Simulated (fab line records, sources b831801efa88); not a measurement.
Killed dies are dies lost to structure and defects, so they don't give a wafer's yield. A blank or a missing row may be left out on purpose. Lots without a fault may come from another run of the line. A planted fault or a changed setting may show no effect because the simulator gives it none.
Chamber matching | flow sfq_line | SFQ_TRILAYER_I4_CMP_CMP_100 on cmp-01: 4 sister chambers
The step polishes SiO2. 4 wafers are shown with their chamber, then 8 later ones without.

WAFERS WITH THEIR CHAMBER
wafer  | chamber | motor_current_A (A)
L414.1 | 2       | 9.5
L414.5 | 0       | 9.6
L414.6 | 3       | 11.1
L415.4 | 1       | 8.6

WAFERS WITHOUT THEIR CHAMBER
wafer  | motor_current_A (A)
L415.1 | 9.6
L415.6 | 10.1
L416.1 | 10.2
L416.3 | 9.8
L416.5 | 9.4
L419.1 | 8.8
L419.3 | 9.5
L419.5 | 9.2

WHICH CHAMBER EACH WENT THROUGH
wafer  | from the rows above          | in truth
L415.1 | can't be placed: 0 or 2      | 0
L415.6 | can't be placed: 0 or 2 or 3 | 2
L416.1 | can't be placed: 0 or 2 or 3 | 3
L416.3 | can't be placed: 0 or 2      | 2
L416.5 | can't be placed: 2 or 0      | 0
L419.1 | can't be placed: 1 or 2 or 0 | 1
L419.3 | can't be placed: 2 or 0      | 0
L419.5 | can't be placed: 2 or 0 or 1 | 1
Placed correctly: 0 of 8. Can't be placed from these rows: 8 (the true chamber is among the candidates in 8). Placed wrongly: 0.
How it was worked out, from the rows above alone: a wafer's distance from a chamber is the root of the sum, over the readings, of the square of ((its reading less the chamber's mean) divided by the reading's scatter). The wafer belongs to the nearest chamber; if the next one is less than 2 further off, it can't be placed. A chamber's mean is the mean of its shown wafers. The scatter: with one shown wafer a chamber, the root of the mean of the squares of how far each hidden wafer lies from its nearest shown one.
